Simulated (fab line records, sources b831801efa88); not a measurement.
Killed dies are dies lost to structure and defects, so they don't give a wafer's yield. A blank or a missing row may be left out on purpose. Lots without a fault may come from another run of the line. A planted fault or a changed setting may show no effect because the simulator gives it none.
Which tool did it? | flow sky130 | 7 lots, 21 wafers sampled, at 2 steps of a route of 708

WHAT THE GAUGES READ, wafer by wafer
SKY_VT_ADJUST_HVTR_TW_MEAS_11.
lot  | measured     | on            | VT_ADJUST_HVTR_TW
L728 | day 9 18:57  | film_metro-04 | 212.2 213.2 211.5
L731 | day 10 14:05 | film_metro-04 | 212.5 214.1 214.1
L733 | day 11 04:41 | film_metro-03 | 212.6 212.0 212.3
L736 | day 12 09:05 | film_metro-02 | 211.9 211.3 211.0
L739 | day 13 08:11 | film_metro-04 | 30.2 30.1 30.2
L746 | day 15 12:38 | film_metro-04 | 212.8 213.2 212.5
L750 | day 17 03:42 | film_metro-03 | 212.4 211.8 212.7

WHICH TOOL RAN EACH LOT (tool, then ch and the chambers of the sampled wafers, then the start)
lot  | SKY_VT_ADJUST_HVTR_IMPLANT_09
L728 | implanter-03 ch 0, day 9 18:43
L731 | implanter-01 ch 0, day 10 13:50
L733 | implanter-03 ch 0, day 11 04:26
L736 | implanter-02 ch 0, day 12 08:50
L739 | implanter-03, day 13 07:56
L746 | implanter-02 ch 0, day 15 12:23
L750 | implanter-02 ch 0, day 17 03:29
- SKY_VT_ADJUST_HVTR_IMPLANT_09

THE ANSWER, worked out from the rows above alone
Rule: what is usual is taken from the lots themselves. Put in order of their means at a reading, lots are off if they are a third of the lots or fewer, leave a main group of 4 or more, and stand apart from it by a gap of 3 or more times the standard deviation of the main group's means; of several such gaps the widest counts. A main group whose means are all the same, to the digits that the tables above print for the reading, isn't used. A lot without any number at a reading at which 4 lots or more have one is off too. The other lots that the step has rows for count as sound.
Off: L739, at SKY_VT_ADJUST_HVTR_TW_MEAS_11 (VT_ADJUST_HVTR_TW). The main group: mean 212.4, standard deviation 0.65.
A tool fits if, at a process step before that reading, it ran every lot that is off, and no sound lot after the first of them. The gauges at SKY_VT_ADJUST_HVTR_TW_MEAS_11 are tried like those tools. One fits: implanter-03 at SKY_VT_ADJUST_HVTR_IMPLANT_09. Its last sound lot is L733 (day 11 04:26), its first lot that is off L739 (day 13 07:56): a fault that began between those two fits.

WHAT THE SIMULATOR HAD PUT IN
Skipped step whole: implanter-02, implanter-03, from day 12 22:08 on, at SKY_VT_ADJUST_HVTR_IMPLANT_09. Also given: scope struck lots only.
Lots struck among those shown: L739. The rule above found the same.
